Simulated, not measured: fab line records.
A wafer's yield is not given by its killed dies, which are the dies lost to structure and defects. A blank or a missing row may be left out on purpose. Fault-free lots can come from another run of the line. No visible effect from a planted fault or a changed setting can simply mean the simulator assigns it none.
Code-filled problem report in 8D (eight disciplines) form ; flow sky130 ; the parts of the form that need people (team, actions taken, sign-off) are left out

1. WHAT WENT WRONG
At SKY_FIELD_ISO_ETCH_14, rf-fwd-power-W averages 417.1 W over 6 wafers from 2 lots, while fault-free wafers read 495.2 W, standard deviation 1.9. Relative to the usual mean, that is a shift of -41 standard deviations.
The step: etches BARC in N2/H2, stops on SiO2, time 45.9 s, target depth 60 nm.
The first sign was on wafer L267.1 at day 4 13:47, on rie-diel-03. The record holds 18 wafers of 6 lots with a number at this step. By rule, "out" or "out of limits" means more than 4 standard deviations away from the usual mean. Any other wafer with a number is counted as sound.

2. WHAT THIS IS AND IS NOT
question;is;is not
which readings at this step;rf-fwd-power-W;bias-w, drypump-motor-current-A, n2-flow-sccm
which lots;L267, L268;L257, L261, L274, L278
which wafers of those lots;all that have a number;-
read on which tools;rie-diel-03;rie-diel-01, rie-diel-04
when;from day 4 13:47;"up to then (6 sound wafers); but 6 sound wafers of L274, L278 came after"

3. THE SUSPECTS, EACH WITH WHAT RULES IT OUT
Counting: any tool at a process step up to the reading is kept as a suspect provided that every lot that is out went through it and no sound lot did after the first of them.
- rie-diel-03 at SKY_FIELD_ISO_ETCH_14 (etches BARC in N2/H2, stops on SiO2, time 45.9 s, target depth 60 nm): kept. It ran every lot that is out, first L267 (day 4 13:47), and no sound lot after that; its last sound lot up to then is L257 (day 2 10:28). On those wafers its own readings are out: rf-fwd-power-W.
Remaining after the count: rie-diel-03 at SKY_FIELD_ISO_ETCH_14.

4. THE CAUSE (what the simulator had put in)
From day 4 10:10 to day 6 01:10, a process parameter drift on rie-diel-03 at SKY_FIELD_ISO_ETCH_14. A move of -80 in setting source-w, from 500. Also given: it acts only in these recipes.
This tool alone remained once counting was done.

5. THE CHAIN OF EFFECTS, in route order
Each row: a reading where the mean over the struck wafers with a number is more than 3 standard deviations away from the usual. Only readings whose record carries a usual standard deviation are examined. hours: median over the lots of the time between each lot's start at the first step of this table that gives one and its start at this step. sigmas: the change, counted in usual standard deviations.
hours;step;reading;usual;on struck wafers;change;sigmas
0;SKY_FIELD_ISO_ETCH_14;rf-fwd-power-W;495.2 W;417.1;-78.1;-41
It contains these process steps:
- SKY_FIELD_ISO_ETCH_14: etches BARC in N2/H2, stops on SiO2, time 45.9 s, target depth 60 nm.

6. WHAT WOULD HAVE CAUGHT IT SOONER
4 hours passed between the start of the fault at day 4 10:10 and the first reading out of limits in this record, taken at day 4 13:47.
